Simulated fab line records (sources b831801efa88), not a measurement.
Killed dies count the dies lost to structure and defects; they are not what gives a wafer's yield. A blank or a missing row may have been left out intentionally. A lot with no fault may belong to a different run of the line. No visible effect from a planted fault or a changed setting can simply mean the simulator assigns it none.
Which tool was responsible?	flow gf180mcu	11 lots with 33 wafers sampled at 2 steps, on a route of 602 steps

## WHAT THE GAUGES READ, wafer by wafer
GF_TOP_METAL_OVL_MEAS_15.
lot	measured	on	TOP_METAL_OVL (nm)
L703	day 28 06:00	overlay-02	0.1 1.9 1.8
L704	day 28 13:39	overlay-01	1.1 -0.2 -0.6
L705	day 29 00:56	overlay-01	-0.4 0.4 -1.0
L707	day 29 23:01	overlay-02	1.3 1.6 1.1
L708	day 30 07:58	overlay-01	-1.9 -2.2 -1.6
L709	day 30 10:35	overlay-02	-1.5 -0.7 -0.5
L714	day 31 16:20	overlay-01	0.5 -0.2 0.2
L715	day 31 23:47	overlay-02	-0.8 0.0 0.7
L716	day 32 05:14	overlay-02	2.2 0.5 0.2
L722	day 33 15:44	overlay-02	3.0 2.1 3.0
L723	day 34 06:32	overlay-02	0.6 -0.7 -0.4

## TOOL THAT RAN EACH LOT (tool first, then ch and the chambers of the sampled wafers, then the start)
lot	GF_V4_SPUTTER_22
L703	pvd-sputter-04, day 24 15:30
L704	pvd-sputter-04, day 25 00:39
L705	pvd-sputter-02, day 25 12:27
L707	pvd-sputter-02, day 26 09:41
L708	pvd-sputter-02, day 26 19:59
L709	pvd-sputter-03, day 27 01:46
L714	pvd-sputter-03, day 28 09:23
L715	pvd-sputter-03, day 28 18:19
L716	pvd-sputter-02, day 29 02:52
L722	pvd-sputter-04, day 30 15:29
L723	pvd-sputter-04, day 31 08:23
- GF_V4_SPUTTER_22: material TiN, target thk 10 nm, time 40 s.

## THE ANSWER, worked out from the rows above alone
Rule: the usual values come from the lots themselves. Put in order of their means at a reading, lots are off if they are a third of the lots or fewer, leave a main group of 4 or more, and stand apart from it by a gap of 3 or more times the standard deviation of the main group's means; of several such gaps the widest counts. A main group is skipped when, at the precision printed for the reading in the tables above, its means are all equal. Also off: a lot with no number at a reading for which 4 or more lots have one. Any other lot the step has rows for is counted as sound.
No lot is off at any reading shown: from this, nothing can be told.

## WHAT WAS PUT IN BY THE SIMULATOR
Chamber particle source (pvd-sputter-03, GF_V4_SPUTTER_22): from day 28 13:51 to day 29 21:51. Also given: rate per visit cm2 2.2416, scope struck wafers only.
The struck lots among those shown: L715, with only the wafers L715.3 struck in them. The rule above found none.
